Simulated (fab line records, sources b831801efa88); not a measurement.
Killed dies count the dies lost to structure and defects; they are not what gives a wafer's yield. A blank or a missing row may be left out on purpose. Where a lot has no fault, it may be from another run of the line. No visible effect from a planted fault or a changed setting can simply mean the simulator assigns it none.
Which of the tools did it? :: flow sky130 :: 6 lots, 18 wafers sampled, at 2 steps of a route of 708

== WHAT EACH GAUGE READ, for each wafer ==
SKY_LDD_P_TW_MEAS_11.
lot: L244
measured: day 19 01:46
on: film_metro-01
LDD_P_TW: 626 626 624

lot: L247
measured: day 20 12:40
on: film_metro-02
LDD_P_TW: 627 628 628

lot: L251
measured: day 21 18:19
on: film_metro-04
LDD_P_TW: 646 645 649

lot: L256
measured: day 23 15:05
on: film_metro-04
LDD_P_TW: 651 650 651

lot: L260
measured: day 25 05:10
on: film_metro-02
LDD_P_TW: 714 716 716

lot: L266
measured: day 27 08:38
on: film_metro-01
LDD_P_TW: 625 628 623

== WHAT TOOL EACH LOT RAN ON (gives the tool, then ch and the chambers of the sampled wafers, and finally the start) ==
lot: L244
SKY_LDD_P_IMPLANT_09: implanter-02 ch 0, day 19 01:31

lot: L247
SKY_LDD_P_IMPLANT_09: implanter-02 ch 0, day 20 12:26

lot: L251
SKY_LDD_P_IMPLANT_09: implanter-04 ch 0, day 21 18:04

lot: L256
SKY_LDD_P_IMPLANT_09: implanter-02 ch 0, day 23 14:52

lot: L260
SKY_LDD_P_IMPLANT_09: implanter-04 ch 0, day 25 04:55

lot: L266
SKY_LDD_P_IMPLANT_09: implanter-02 ch 0, day 27 08:23
- SKY_LDD_P_IMPLANT_09

== THE ANSWER, worked out from the rows above alone ==
Rule: the usual values come from the lots themselves. Put in order of their means at a reading, lots are off if they are a third of the lots or fewer, leave a main group of 4 or more, and stand apart from it by a gap of 3 or more times the standard deviation of the main group's means; of several such gaps the widest counts. A main group whose means are all the same, to the digits that the tables above print for the reading, isn't used. A lot without any number at a reading at which 4 lots or more have one is off too. The other lots that the step has rows for count as sound.
Off: at SKY_LDD_P_TW_MEAS_11 (LDD_P_TW), L260. For the main group the mean is 635 and the standard deviation 11.
If a tool, at a process step before that reading, ran all the lots that are off and no sound lot after the first of them, it fits. Gauges at SKY_LDD_P_TW_MEAS_11: tried the same way as those tools. Undecided on this evidence; 2 tools fit (implanter-04 at SKY_LDD_P_IMPLANT_09, film_metro-02 at SKY_LDD_P_TW_MEAS_11).

== WHAT THE SIMULATOR PUT IN ==
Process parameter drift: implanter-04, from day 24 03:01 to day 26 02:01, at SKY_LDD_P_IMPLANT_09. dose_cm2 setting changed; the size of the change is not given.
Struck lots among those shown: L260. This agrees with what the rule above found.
